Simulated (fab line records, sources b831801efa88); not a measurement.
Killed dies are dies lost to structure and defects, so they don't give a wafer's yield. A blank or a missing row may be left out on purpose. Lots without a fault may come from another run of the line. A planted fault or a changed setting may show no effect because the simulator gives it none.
Split-lot experiment | flow sky130 | 5 lots, 23 wafers read, on a route of 708 steps

THE SPLIT
At SKY_VT_ADJUST_HVTP_DEVELOP_06 (develop time 60 s), the setting develop_time_s was moved away from the recipe's 60 s on 4 of the 23 wafers read, by -12.0% to +6.7%. The other wafers ran this setting at the recipe's value.

The file shows no step between the split and the reading.

THE READING
cd_nm, in nm, at SKY_VT_ADJUST_HVTP_CD_MEAS_07 (target cd 380 nm). Fault-free wafers of this fab line usually give 379.6 nm, standard deviation 2.8 nm.

wafer  | tool, chamber at the split | develop_time_s as run, s | against the recipe | cd_nm, nm | against lot-mates on the recipe
L074.1 | litho_track-02, 0          | 52.8                     | -12.0%             | 361.8     | -14.6
L074.2 | litho_track-02, 0          | 60                       | recipe             | 374.8     | -
L074.3 | litho_track-02, 0          | 60                       | recipe             | 377.9     | -
L074.4 | litho_track-02, 0          | 60                       | recipe             | 376.6     | -
L074.6 | litho_track-02, 0          | 52.8                     | -12.0%             | 363.5     | -12.9
L078.1 | litho_track-02, 0          | 60                       | recipe             | 383.3     | -
L078.2 | litho_track-02, 0          | 60                       | recipe             | 380.4     | -
L078.4 | litho_track-02, 0          | 60                       | recipe             | 381.2     | -
L078.5 | litho_track-02, 0          | 60                       | recipe             | 381.9     | -
L078.6 | litho_track-02, 0          | 60                       | recipe             | 380.3     | -
L081.2 | litho_track-02, 0          | 60                       | recipe             | 378.5     | -
L081.3 | litho_track-02, 0          | 60                       | recipe             | 376.3     | -
L081.6 | litho_track-02, 0          | 60                       | recipe             | 377.0     | -
L083.1 | litho_track-03, 0          | 60                       | recipe             | 384.8     | -
L083.2 | litho_track-03, 0          | 60                       | recipe             | 382.6     | -
L083.4 | litho_track-03, 0          | 64.05                    | +6.7%              | 386.9     | +4.1
L083.5 | litho_track-03, 0          | 60                       | recipe             | 381.0     | -
L083.6 | litho_track-03, 0          | 64.05                    | +6.7%              | 387.3     | +4.5
L085.1 | litho_track-03, 0          | 60                       | recipe             | 379.8     | -
L085.2 | litho_track-03, 0          | 60                       | recipe             | 382.7     | -
L085.3 | litho_track-03, 0          | 60                       | recipe             | 378.2     | -
L085.4 | litho_track-03, 0          | 60                       | recipe             | 379.5     | -
L085.6 | litho_track-03, 0          | 60                       | recipe             | 376.4     | -

THE FIT
A straight line over all 23 wafers: cd_nm changes by +1.34 nm for each +1% of develop_time_s; r = +0.91; the points scatter about the line by 2.6 nm.
The same after taking each lot's own level away (the mean of its wafers on the recipe; 23 wafers): +1.02 nm for each +1%; r = +0.93; scatter 1.7 nm.
On that fit, the largest move of develop_time_s shifts the reading by 12 nm.
The lots' own levels span 376.43 to 382.80 nm, that is 2.3 times the standard deviation above.
So the lot-to-lot level changes the slope: the two fits differ.
Check: with one of the wafers moved furthest among these (-12.0%) left out of the fit, the line predicts -11.2 nm for it against its lot-mates. It came out at -14.6 nm against them.

OTHER SPLITS ON THESE WAFERS
These wafers also went through other splits before the reading. Each is held against what the fit with the lots' levels taken away leaves over:
other split on the same wafers       | wafers away from the commonest value | r with cd_nm (lot level and that fit taken away)
SKY_FIELD_ISO_OXIDATION_01 ox_time_s | 15                                   | -0.22
SKY_FIELD_ISO_WET_ETCH_30 time_s     | 15                                   | +0.03
SKY_DNWELL_COAT_02 resist_thk_nm     | 7                                    | -0.22
SKY_NWELL_IMPLANT_13 energy_kev      | 7                                    | +0.26

THE FILE'S OWN FIT
cd_nm changes by +1.03 nm for each +1% of develop_time_s, r = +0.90.
